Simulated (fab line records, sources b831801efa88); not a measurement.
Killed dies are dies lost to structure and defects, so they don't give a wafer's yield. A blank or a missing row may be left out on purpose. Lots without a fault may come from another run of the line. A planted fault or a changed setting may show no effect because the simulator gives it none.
Split-lot experiment | flow gf180mcu | 5 lots, 23 wafers read, on a route of 602 steps

THE SPLIT
At GF_DNWELL_STRIP_08 (strips in O2/N2), the setting platen_temp_c was moved away from the recipe's 250 C on 7 of the 23 wafers read, by +1.2% to +2.8%. The other wafers ran this setting at the recipe's value.

The reading is taken at the split's own step.

THE READING
oes_product_au, in a.u., at GF_DNWELL_STRIP_08 (strips in O2/N2). Fault-free wafers of this fab line usually give 0.722 a.u., standard deviation 0.0042 a.u..

wafer  | tool, chamber at the split | platen_temp_c as run, C | against the recipe | oes_product_au, a.u. | against lot-mates on the recipe
L075.1 | plasma_asher-03, 0         | 250                     | recipe             | 0.722                | -
L075.2 | plasma_asher-03, 1         | 250                     | recipe             | 0.719                | -
L075.4 | plasma_asher-03, 0         | 250                     | recipe             | 0.728                | -
L075.5 | plasma_asher-03, 0         | 250                     | recipe             | 0.726                | -
L075.6 | plasma_asher-03, 1         | 250                     | recipe             | 0.723                | -
L082.1 | plasma_asher-01, 0         | 255.2                   | +2.1%              | 0.766                | +0.040
L082.2 | plasma_asher-01, 1         | 250                     | recipe             | 0.728                | -
L082.3 | plasma_asher-01, 0         | 255.2                   | +2.1%              | 0.778                | +0.052
L082.4 | plasma_asher-01, 1         | 250                     | recipe             | 0.723                | -
L082.5 | plasma_asher-01, 1         | 250                     | recipe             | 0.727                | -
L083.2 | plasma_asher-02, 0         | 250                     | recipe             | 0.720                | -
L083.3 | plasma_asher-02, 1         | 250                     | recipe             | 0.729                | -
L083.4 | plasma_asher-02, 0         | 250                     | recipe             | 0.724                | -
L084.1 | plasma_asher-03, 0         | 253.1                   | +1.2%              | 0.749                | +0.027
L084.2 | plasma_asher-03, 1         | 250                     | recipe             | 0.722                | -
L084.3 | plasma_asher-03, 0         | 253.1                   | +1.2%              | 0.750                | +0.028
L084.4 | plasma_asher-03, 1         | 250                     | recipe             | 0.723                | -
L084.5 | plasma_asher-03, 0         | 253.1                   | +1.2%              | 0.752                | +0.030
L085.1 | plasma_asher-01, 1         | 250                     | recipe             | 0.725                | -
L085.2 | plasma_asher-01, 0         | 250                     | recipe             | 0.721                | -
L085.3 | plasma_asher-01, 0         | 256.9                   | +2.8%              | 0.788                | +0.066
L085.4 | plasma_asher-01, 1         | 250                     | recipe             | 0.721                | -
L085.6 | plasma_asher-01, 1         | 256.9                   | +2.8%              | 0.786                | +0.064

THE FIT
A straight line over all 23 wafers: oes_product_au changes by +0.0228 a.u. for each +1% of platen_temp_c; r = +0.99; the points scatter about the line by 0.0033 a.u..
The same after taking each lot's own level away (the mean of its wafers on the recipe; 23 wafers): +0.0229 a.u. for each +1%; r = +0.99; scatter 0.0031 a.u..
On that fit, the largest move of platen_temp_c shifts the reading by 0.063 a.u..
The lots' own levels span 0.7223 to 0.7260 a.u., that is 0.9 times the standard deviation above.
So the lot-to-lot level changes the slope little: the two slopes agree.
Check: with one of the wafers moved furthest among these (+2.8%) left out of the fit, the line predicts +0.0622 a.u. for it against its lot-mates. It came out at +0.0657 a.u. against them.
Tool readings at the split's step, against how far the setting was moved: oes_product_au r = +0.99; strip_time_to_endpoint_s r = -1.00.

THE WHOLE CHAIN: every reading that the file lists as answering this split, in the file's order
step               | what it does    | reading                  | change (the file's fit)                 | r (the file's)
GF_DNWELL_STRIP_08 | strips in O2/N2 | oes_product_au           | +0.023 a.u. for each +1% of the setting | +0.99
GF_DNWELL_STRIP_08 | strips in O2/N2 | strip_time_to_endpoint_s | withheld for each +1% of the setting    | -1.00

THE FILE'S OWN FIT
oes_product_au changes by +0.023 a.u. for each +1% of platen_temp_c, r = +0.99.
